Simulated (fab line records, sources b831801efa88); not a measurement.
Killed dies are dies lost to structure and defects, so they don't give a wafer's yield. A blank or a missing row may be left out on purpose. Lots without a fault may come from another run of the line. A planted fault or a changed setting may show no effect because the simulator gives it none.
fab line records | flow sky130
record lots=11 wafers=33 last_day=50
route steps=708 shown POLY_GATE@235 LDD_N@244 LDD_HVP@285 SPACER@306 POLY_CUT@318 PAD_OPEN@708
lots that met no fault: from a run of the same line without faults
start_h: hours from the record's first day to the start of the lot's first wafer shown | wait_h: hours since the lot's step before | " the same as in the row above | L1.1+2: a row that stands for several wafers | - no value, or no start given | * or withheld: withheld | < > ~ a bound
route shown NAME@n: a module of which the file shows steps, and the number in the route of the first | usual: mean/standard deviation of fault-free wafers | same: alike in all rows | chamber/n: place in a boat | sites: the reading at each site | _std_site: their standard deviation | _edge_site: outer sites' mean less inner sites' | radius_mm: how far each site lies from the wafer's centre | mask NAME#n: copy n | behind: the tool/chamber that last shaped the wafer | hold: why the lot was held/for how many hours/how that ended | device: the transistor (n, p or np) that didn't switch | end of line: the same wafers' tests at the end of the route | a step without rows: its recipe alone | killed: dies lost to structure and defects at the first sort, not the wafer's yield | map: a wafer's dies, x killed, . not, _ none there
set.NAME: the setting as run; set.NAME@STEP: as run at that earlier step | model.NAME: the simulator's own value behind a step, which no gauge read
steps of the route over a sample of lots; a table a step, a row a wafer
services: from which hour (start_h, from the record's first day; less than 0 if before it) a tool's chamber was out of use, for how many hours, and why
## steps
# step SKY_POLY_GATE_THK_MEAS_21
# recipe reads=SiO2_of_POLY_GATE_OXIDATION_20
# usual POLY_GATE_OXIDATION_THK=4.03/0.078
# columns lot.wafer tool chamber start_h wait_h POLY_GATE_OXIDATION_THK[nm]
L765.4 film_metro-04 - 371.11 0.0 3.96
L765.5 " - " " 3.94
L765.6 " - " " 3.91
L767.1 film_metro-04 - 384.11 0.0 3.92
L767.4 " - " " 3.97
L767.5 " - " " 4.02
L766.2 film_metro-01 - 393.27 0.0 3.86
L766.5 " - " " 3.99
L766.6 " - " " 3.98
L769.2 film_metro-03 - 403.25 0.0 4.29
L769.4 " - " " 4.12
L769.6 " - " " 4.20
L772.4 film_metro-04 - 442.94 0.0 4.07
L772.5 " - " " 4.07
L772.6 " - " " 4.06
L774.3 film_metro-01 - 462.98 0.0 4.03
L774.4 " - " " 4.03
L774.5 " - " " 4.06
L775.1 film_metro-03 - 463.84 0.0 3.97
L775.3 " - " " 3.95
L775.5 " - " " 4.03
L777.1 film_metro-03 - 483.18 0.0 3.98
L777.2 " - " " 3.94
L777.6 " - " " 4.01
L784.1 film_metro-01 - 543.73 0.0 4.16
L784.4 " - " " 4.11
L784.6 " - " " 4.07
L787.1 film_metro-04 - 564.63 0.0 4.00
L787.4 " - " " 4.05
L787.6 " - " " 3.93
L788.1 film_metro-03 - 568.06 0.0 3.99
L788.2 " - " " 4.03
L788.4 " - " " 3.98
# step SKY_LDD_N_OVL_MEAS_07
# usual LDD_N_OVL=0.4/1.2
# columns lot.wafer tool chamber start_h wait_h LDD_N_OVL[nm]
L765.4 overlay-01 - 400.89 0.1 0.3
L765.5 " - " " 1.1
L765.6 " - " " 1.5
L767.1 overlay-02 - 414.25 0.1 1.9
L767.4 " - " " 2.9
L767.5 " - " " 1.1
L766.2 overlay-01 - 423.06 0.1 1.1
L766.5 " - " " 2.2
L766.6 " - " " 1.9
L769.2 overlay-01 - 433.89 0.1 0.3
L769.4 " - " " -0.4
L769.6 " - " " 1.0
L772.4 overlay-01 - 474.10 0.1 1.6
L772.5 " - " " 0.6
L772.6 " - " " -0.5
L774.3 overlay-01 - 493.71 0.1 -0.6
L774.4 " - " " 1.8
L774.5 " - " " 0.7
L775.1 overlay-02 - 495.18 0.1 -0.3
L775.3 " - " " 1.7
L775.5 " - " " 1.9
L777.1 overlay-02 - 513.23 0.1 2.0
L777.2 " - " " -0.3
L777.6 " - " " -0.1
L784.1 overlay-02 - 573.78 0.1 0.4
L784.4 " - " " 1.1
L784.6 " - " " 2.3
L787.1 overlay-02 - 593.87 0.1 1.3
L787.4 " - " " 0.7
L787.6 " - " " 0.8
L788.1 overlay-01 - 597.47 0.1 3.2
L788.2 " - " " 2.1
L788.4 " - " " 1.5
# step SKY_LDD_HVP_OVL_MEAS_07
# usual LDD_HVP_OVL=1.2/1.2
# columns lot.wafer tool chamber start_h wait_h LDD_HVP_OVL[nm]
L765.4 overlay-01 - 495.19 0.1 0.3
L765.5 " - " " 0.8
L765.6 " - " " 2.1
L767.1 overlay-01 - 507.82 0.1 -0.1
L767.4 " - " " -0.5
L767.5 " - " " 0.9
L766.2 overlay-02 - 517.22 0.1 0.3
L766.5 " - " " 0.6
L766.6 " - " " 1.7
L769.2 overlay-02 - 527.89 0.1 0.5
L769.4 " - " " 1.1
L769.6 " - " " 2.0
L772.4 overlay-02 - 567.19 0.1 3.0
L772.5 " - " " 2.0
L772.6 " - " " 3.6
L774.3 overlay-01 - 586.73 0.1 -0.2
L774.4 " - " " 0.8
L774.5 " - " " -0.2
L775.1 overlay-02 - 587.97 0.1 1.9
L775.3 " - " " 0.8
L775.5 " - " " 2.0
L777.1 overlay-01 - 605.02 0.1 1.1
L777.2 " - " " 0.6
L777.6 " - " " 2.3
L784.1 overlay-01 - 661.47 0.1 4.2
L784.4 " - " " 3.5
L784.6 " - " " 2.4
L787.1 overlay-01 - 681.88 0.1 1.9
L787.4 " - " " 1.8
L787.6 " - " " 1.2
L788.1 overlay-01 - 685.23 0.1 3.0
L788.2 " - " " 2.4
L788.4 " - " " 2.0
# step SKY_SPACER_ETCHBACK_02
# recipe chemistry=CH3F/O2 target=Si3N4 stop_on=SiO2 source_w=400 bias_w=80 pressure_mtorr=25 ch3f_flow_sccm=40 O2_flow_sccm=30 time_s=46.7 target_depth_a=450
# usual O2_flow_sccm=30.00/0.09 bias_w=79.99/0.23 drypump_motor_current_A=5.7/0.46 oes_product_au=0.857/0.0064 throttle_valve_pct=10.563/0.0084
# columns lot.wafer tool chamber start_h wait_h O2_flow_sccm bias_w drypump_motor_current_A oes_product_au rf_hours_counter_h throttle_valve_pct
L765.4 rie_diel-03 3 527.30 0.0 29.98 80.24 5.3 0.853 65 10.571
L765.5 " 1 " " 30.02 79.81 6.4 0.856 - 10.556
L765.6 " 0 " " 29.80 79.79 5.4 0.859 - 10.550
L767.1 rie_diel-01 0 540.48 0.1 29.86 80.23 5.4 0.857 8 10.567
L767.4 " 1 " " 30.03 80.06 5.6 0.855 - 10.557
L767.5 " 0 " " 29.88 80.17 5.4 0.856 - 10.571
L766.2 rie_diel-01 0 549.79 0.0 30.02 79.56 5.3 0.863 8 10.565
L766.5 " 3 " " 30.04 80.08 6.3 0.849 - 10.557
L766.6 " 0 " " 30.10 79.60 5.4 0.842 - 10.574
L769.2 rie_diel-01 0 561.12 0.0 29.91 80.13 5.4 0.855 8 10.553
L769.4 " 2 " " 29.93 80.48 5.2 0.856 10 10.563
L769.6 " 2 " " 30.09 80.28 5.3 0.863 - 10.559
L772.4 rie_diel-02 1 600.16 0.0 29.85 79.91 5.6 0.851 - 10.567
L772.5 " 2 " " 30.06 79.89 6.5 0.872 - 10.571
L772.6 " 3 " " 30.11 79.98 5.2 0.865 - 10.574
L774.3 rie_diel-02 2 617.37 0.0 30.02 79.72 6.5 0.859 37 10.564
L774.4 " 1 " " 29.94 79.90 5.6 0.862 - 10.570
L774.5 " 3 " " 29.99 79.79 5.2 0.863 - 10.565
L775.1 rie_diel-03 0 619.44 0.1 30.18 79.78 5.3 0.866 0 10.571
L775.3 " 1 " " 29.90 79.94 6.5 0.860 6 10.557
L775.5 " 2 " " 30.12 80.04 5.9 0.854 - 10.569
L777.1 rie_diel-02 0 636.93 0.1 30.08 80.44 5.5 0.853 0 10.573
L777.2 " 2 " " 30.00 79.76 6.5 0.853 38 10.571
L777.6 " 0 " " 30.10 80.08 5.5 0.842 - 10.560
L784.1 rie_diel-02 1 691.94 0.1 29.97 79.87 5.6 0.860 17 10.586
L784.4 " 0 " " 30.08 79.60 5.5 0.854 3 10.584
L784.6 " 2 " " 29.96 79.60 6.5 0.857 - 10.565
L787.1 rie_diel-02 0 712.09 0.1 29.96 79.60 5.4 0.861 3 10.562
L787.4 " 3 " " 30.01 80.22 5.2 0.861 1 10.572
L787.6 " 0 " " 30.06 79.97 5.4 0.867 - 10.549
L788.1 rie_diel-03 2 715.89 0.1 29.99 80.13 5.9 0.855 4 10.569
L788.2 " 1 " " 29.86 80.13 6.4 0.864 8 10.578
L788.4 " 0 " " 29.96 80.11 5.3 0.860 3 10.557
# step SKY_POLY_CUT_ETCH_11
# recipe target=Si3N4 chemistry=CF4/CH2F2/Ar stop_on=poly-Si source_w=600 bias_w=150 pressure_mtorr=40 cf4_flow_sccm=40 ch2f2_flow_sccm=20 Ar_flow_sccm=150 time_s=42.5 target_depth_a=600
# usual bias_w=150.1/0.45 ch2f2_flow_sccm=20.00/0.062 drypump_motor_current_A=5.7/0.49 mfc_ar_sccm=150.0/0.51 oes_product_au=0.829/0.0063 throttle_valve_pct=14.994/0.0095
# columns lot.wafer tool chamber start_h wait_h bias_w ch2f2_flow_sccm drypump_motor_current_A mfc_ar_sccm oes_product_au rf_hours_counter_h throttle_valve_pct
L765.4 rie_diel-02 1 558.01 0.0 150.6 19.85 5.6 150.0 0.831 14 14.996
L765.5 " 2 " " 150.2 19.96 6.5 150.7 0.830 - 14.995
L765.6 " 1 " " 149.9 19.93 5.6 150.3 0.833 - 15.007
L767.1 rie_diel-02 1 571.55 0.0 150.1 20.00 5.6 149.6 0.837 14 14.999
L767.4 " 2 " " 149.8 19.93 6.5 150.6 0.836 - 15.000
L767.5 " 3 " " 150.4 20.02 5.2 149.7 0.831 - 14.988
L766.2 rie_diel-02 3 580.07 0.0 150.0 19.96 5.2 149.5 0.832 67 14.994
L766.5 " 1 " " 150.0 20.07 5.6 149.4 0.841 - 14.993
L766.6 " 3 " " 150.2 20.07 5.2 150.4 0.832 - 15.012
L769.2 rie_diel-03 0 591.32 0.0 150.5 20.01 5.4 150.2 0.836 0 14.993
L769.4 " 3 " " 150.2 19.91 5.2 150.2 0.835 - 14.997
L769.6 " 3 " " 149.5 19.92 5.2 149.9 0.837 - 14.988
L772.4 rie_diel-04 1 629.56 0.0 149.6 20.03 5.2 149.7 0.821 10 15.000
L772.5 " 3 " " 150.4 19.98 6.5 149.8 0.824 - 14.996
L772.6 " 2 " " 150.9 19.92 5.6 149.2 0.827 - 15.007
L774.3 rie_diel-03 0 646.65 0.0 149.6 20.02 5.3 150.2 0.818 1 14.989
L774.4 " 3 " " 150.0 20.11 5.3 150.2 0.820 0 14.995
L774.5 " 2 " " 150.7 20.04 5.9 149.8 0.825 - 14.988
L775.1 rie_diel-04 2 648.55 0.0 150.0 20.04 5.6 149.1 0.828 7 14.989
L775.3 " 0 " " 150.0 20.08 5.5 149.7 0.829 9 15.001
L775.5 " 2 " " 150.2 19.99 5.6 149.4 0.814 - 15.004
L777.1 rie_diel-03 1 664.97 0.0 149.3 19.97 6.4 150.3 0.826 8 14.985
L777.2 " 0 " " 149.9 20.05 5.4 150.4 0.829 2 14.999
L777.6 " 3 " " 150.6 20.02 5.2 150.1 0.838 - 14.982
L784.1 rie_diel-02 2 720.17 0.0 150.3 20.06 6.5 148.9 0.831 40 15.009
L784.4 " 1 " " 150.2 20.06 5.6 150.1 0.832 18 15.000
L784.6 " 3 " " 150.0 20.02 5.2 150.5 0.826 - 14.990
L787.1 rie_diel-04 3 739.67 0.0 150.5 20.01 6.5 150.0 0.791 21 14.991
L787.4 " 2 " " 149.8 20.08 5.6 149.8 0.826 9 14.988
L787.6 " 3 " " 150.1 20.06 6.5 149.7 0.788 - 14.997
L788.1 rie_diel-04 1 743.92 0.0 150.7 19.96 5.2 150.3 0.833 12 14.985
L788.2 " 2 " " 150.2 20.01 5.6 150.3 0.834 9 15.012
L788.4 " 3 " " 149.7 20.17 6.5 150.3 0.820 21 14.996
# step SKY_PAD_OPEN_PROBE_99
# usual killed_at_M0_to_M3=44/7 killed_at_M4_up=3.0/1.7 killed_at_contacts=24/5.2 killed_at_front_end=15/4.8 killed_at_other=0.2/0.56 killed_dies=86/9.7 killed_open=47/7.1 killed_short=39/6.3
# same gross_dies=492 killed_at_back_side=0
# columns lot.wafer tool chamber start_h wait_h killed_at_M0_to_M3 killed_at_M4_up killed_at_contacts killed_at_front_end killed_at_other killed_dies killed_open killed_short
L765.4 prober-02 - 1078.09 0.2 55 2 22 21 0 100 52 46
L765.5 prober-02 - 1078.14 0.2 47 1 16 20 1 85 40 44
L765.6 prober-02 - 1078.19 0.2 55 4 16 14 1 90 57 33
L766.2 prober-02 - 1096.88 0.1 45 2 24 14 0 85 48 37
L766.5 prober-02 - 1097.03 0.2 46 4 20 19 1 90 46 43
L766.6 prober-02 - 1097.08 0.2 47 4 24 8 0 83 43 40
L772.4 prober-02 - 1128.03 0.2 44 2 32 9 0 87 53 34
L772.5 prober-02 - 1128.08 0.2 50 2 29 7 0 88 51 37
L772.6 prober-02 - 1128.13 0.2 55 4 21 14 0 94 50 43
L774.3 prober-01 - 1139.51 0.2 39 1 23 14 0 77 39 38
L774.4 prober-01 - 1139.56 0.2 35 1 19 17 0 72 36 36
L774.5 prober-01 - 1139.61 0.2 42 1 21 28 0 92 44 48
L775.1 prober-02 - 1141.12 0.1 46 4 23 12 0 85 39 46
L775.3 prober-02 - 1141.22 0.2 44 8 21 22 0 95 48 46
L775.5 prober-02 - 1141.32 0.2 34 4 25 7 0 70 37 33
L777.1 prober-02 - 1155.19 0.1 47 5 32 11 0 95 56 39
L777.2 prober-02 - 1155.24 0.1 51 3 25 11 2 92 56 34
L777.6 prober-02 - 1155.44 0.2 47 5 29 8 2 91 54 37
L787.1 prober-01 - 1198.40 0.1 46 1 11 14 0 72 42 29
L787.4 prober-01 - 1198.55 0.2 50 5 22 13 0 90 49 40
L787.6 prober-01 - 1198.65 0.2 50 2 25 12 0 89 56 32
# killed by level:class
L765.4 VIA1:geometric_particle:open=11 METAL2:geometric_particle:short=10 LI_CONTACT:geometric_particle:open=8 CONTACT:geometric_particle:open=8 VIA2:geometric_particle:open=8 FIELD_ISO:geometric_particle:short=6 VIA1:geometric_particle:short=5 POLY_GATE:geometric_particle:open=4
L765.5 VIA1:geometric_particle:open=9 FIELD_ISO:geometric_particle:short=8 LI_CONTACT:geometric_particle:open=7 VIA2:geometric_particle:open=7 VIA3:geometric_particle:open=6 VIA2:geometric_particle:short=5 METAL3:geometric_particle:short=5 METAL2:geometric_particle:short=4
L765.6 VIA1:geometric_particle:open=26 LI_CONTACT:geometric_particle:open=8 VIA2:geometric_particle:open=7 FIELD_ISO:geometric_particle:open=5 POLY_GATE:geometric_particle:short=4 METAL1:geometric_particle:short=4 VIA1:geometric_particle:short=4 METAL4:geometric_particle:short=4
L766.2 VIA1:geometric_particle:open=10 CONTACT:geometric_particle:open=9 METAL2:geometric_particle:short=8 LI_CONTACT:geometric_particle:open=7 VIA3:geometric_particle:open=6 POLY_GATE:geometric_particle:open=5 CONTACT:geometric_particle:short=5 VIA2:geometric_particle:open=5
L766.5 CONTACT:geometric_particle:open=11 VIA1:geometric_particle:open=10 POLY_GATE:geometric_particle:short=7 VIA1:geometric_particle:short=7 POLY_GATE:geometric_particle:open=6 VIA2:geometric_particle:open=6 METAL2:geometric_particle:short=5 VIA2:geometric_particle:short=5
L766.6 VIA1:geometric_particle:open=10 LI_CONTACT:geometric_particle:open=9 LI_CONTACT:geometric_particle:short=5 CONTACT:geometric_particle:open=5 METAL1:geometric_particle:short=5 VIA1:geometric_particle:short=5 METAL2:geometric_particle:short=5 METAL1:geometric_particle:open=4
L772.4 CONTACT:geometric_particle:open=11 VIA1:geometric_particle:open=11 VIA3:geometric_particle:open=7 LI_CONTACT:geometric_particle:open=6 VIA1:geometric_particle:short=6 LI_CONTACT:geometric_particle:short=5 LOCAL_INTERCONNECT:geometric_particle:short=5 METAL1:geometric_particle:short=5
L772.5 VIA1:geometric_particle:open=13 LI_CONTACT:geometric_particle:open=10 CONTACT:geometric_particle:open=8 VIA1:geometric_particle:short=8 VIA3:geometric_particle:open=7 LOCAL_INTERCONNECT:geometric_particle:short=5 VIA2:geometric_particle:short=5 VIA2:geometric_particle:open=5
L772.6 VIA3:geometric_particle:open=11 VIA1:geometric_particle:open=11 VIA2:geometric_particle:open=7 CONTACT:geometric_particle:open=6 METAL1:geometric_particle:short=6 FIELD_ISO:geometric_particle:open=5 FIELD_ISO:geometric_particle:short=5 LI_CONTACT:geometric_particle:short=4
L774.3 CONTACT:geometric_particle:open=11 VIA1:geometric_particle:open=7 VIA3:geometric_particle:open=6 LI_CONTACT:geometric_particle:open=5 VIA1:geometric_particle:short=5 METAL2:geometric_particle:short=5 POLY_GATE:geometric_particle:short=4 METAL1:geometric_particle:short=4
L774.4 CONTACT:geometric_particle:open=9 VIA1:geometric_particle:open=6 FIELD_ISO:geometric_particle:short=5 LOCAL_INTERCONNECT:geometric_particle:short=5 VIA2:geometric_particle:short=5 FIELD_ISO:geometric_particle:open=4 POLY_GATE:geometric_particle:open=4 METAL1:geometric_particle:short=4
L774.5 VIA1:geometric_particle:open=11 FIELD_ISO:geometric_particle:short=8 FIELD_ISO:geometric_particle:open=7 METAL2:geometric_particle:short=7 POLY_GATE:geometric_particle:open=6 LOCAL_INTERCONNECT:geometric_particle:short=6 METAL1:geometric_particle:short=6 CONTACT:geometric_particle:open=5
L775.1 VIA2:geometric_particle:open=11 METAL1:geometric_particle:short=10 VIA1:geometric_particle:short=7 LOCAL_INTERCONNECT:geometric_particle:short=6 LI_CONTACT:geometric_particle:open=5 FIELD_ISO:geometric_particle:open=4 CONTACT:geometric_particle:open=4 LI_CONTACT:geometric_particle:short=4
L775.3 VIA1:geometric_particle:open=12 FIELD_ISO:geometric_particle:short=10 CONTACT:geometric_particle:open=9 VIA3:geometric_particle:open=7 METAL4:geometric_particle:short=6 VIA1:geometric_particle:short=5 CONTACT:geometric_particle:short=4 VIA2:geometric_particle:open=4
L775.5 METAL1:geometric_particle:short=8 VIA1:geometric_particle:open=8 CONTACT:geometric_particle:short=7 CONTACT:geometric_particle:open=7 LI_CONTACT:geometric_particle:open=5 VIA2:geometric_particle:open=5 METAL4:geometric_particle:short=4 SPACER:geometric_particle:open=3
L777.1 VIA1:geometric_particle:open=13 CONTACT:geometric_particle:open=11 VIA3:geometric_particle:open=8 LI_CONTACT:geometric_particle:open=8 VIA3:geometric_particle:short=7 VIA2:geometric_particle:open=7 LOCAL_INTERCONNECT:geometric_particle:short=6 VIA1:geometric_particle:short=5
L777.2 VIA1:geometric_particle:open=13 CONTACT:geometric_particle:open=12 VIA3:geometric_particle:open=9 VIA1:geometric_particle:short=7 VIA2:geometric_particle:open=7 LI_CONTACT:geometric_particle:open=5 LOCAL_INTERCONNECT:geometric_particle:short=5 METAL1:geometric_particle:short=4
L777.6 VIA1:geometric_particle:open=13 CONTACT:geometric_particle:open=10 LI_CONTACT:geometric_particle:open=8 VIA3:geometric_particle:open=7 VIA2:geometric_particle:short=7 METAL1:geometric_particle:short=6 CONTACT:geometric_particle:short=5 FIELD_ISO:geometric_particle:open=4
L787.1 VIA1:geometric_particle:open=14 VIA1:geometric_particle:short=8 METAL1:geometric_particle:short=5 VIA2:geometric_particle:open=5 LI_CONTACT:geometric_particle:open=4 VIA3:geometric_particle:open=4 POLY_GATE:geometric_particle:open=3 POLY_CUT:geometric_particle:open=3
L787.4 VIA3:geometric_particle:open=15 VIA1:geometric_particle:open=7 LI_CONTACT:geometric_particle:open=7 METAL2:geometric_particle:short=7 CONTACT:geometric_particle:open=6 FIELD_ISO:geometric_particle:open=4 METAL3:geometric_particle:short=4 VIA2:geometric_particle:open=4
L787.6 VIA1:geometric_particle:open=16 CONTACT:geometric_particle:open=10 VIA3:geometric_particle:open=9 LI_CONTACT:geometric_particle:open=6 VIA2:geometric_particle:open=5 CONTACT:geometric_particle:short=4 METAL1:geometric_particle:short=4 VIA1:geometric_particle:short=4
## services
# columns tool chamber start_h hours kind
rie_diel-02 0 514.18 7.2 repair
rie_diel-01 1 524.06 9.6 repair
rie_diel-01 2 540.31 5.1 repair
rie_diel-02 0 568.14 16.9 repair
rie_diel-03 2 568.34 4.2 repair
rie_diel-03 2 583.56 11.2 repair
rie_diel-02 0 588.07 - clean
rie_diel-02 0 588.07 30.6 scheduled_down
rie_diel-02 0 588.07 30.6 vent_cycle
rie_diel-03 1 588.55 6.7 repair
rie_diel-01 2 597.63 6.0 repair
rie_diel-03 2 598.28 2.5 repair
rie_diel-02 3 627.52 18.7 repair
rie_diel-04 2 629.91 4.8 repair
rie_diel-01 - 632.52 14.6 pm
rie_diel-02 1 636.62 9.4 repair
rie_diel-04 1 646.07 7.2 repair
rie_diel-02 3 646.24 - clean
rie_diel-02 3 646.24 32.4 scheduled_down
rie_diel-04 1 656.10 8.9 repair
rie_diel-03 1 685.64 10.2 repair
rie_diel-02 0 699.32 7.2 repair
rie_diel-01 - 725.17 2.8 pm
rie_diel-03 2 726.04 7.6 repair
## key
first_sign step=SKY_POLY_CUT_ETCH_11 reading=oes_product_au direction=down sigmas=6.3 usual=0.829 struck=0.789
effect none on later readings
met_at SKY_SPACER_ETCHBACK_02
struck_lots L787
struck_wafers L787.1,L787.6
tester_left_out L787
not_acting_at SKY_POLY_GATE_THK_MEAS_21,SKY_LDD_N_OVL_MEAS_07,SKY_LDD_HVP_OVL_MEAS_07
onset_between 691.94 712.09
fault kind=process_parameter_drift tool=rie_diel-02 chamber=0 onset_h=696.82 steps=SKY_SPACER_ETCHBACK_02 channel=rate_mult offset=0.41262 shape=step end_h=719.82
# tester_left_out: of these lots the tester's yield and bins aren't shown, on N5 and GAA mostly nor the transistor test; their killed dies are dies lost to structure and defects alone, not to doping, threshold or leakage, so they don't give the yield
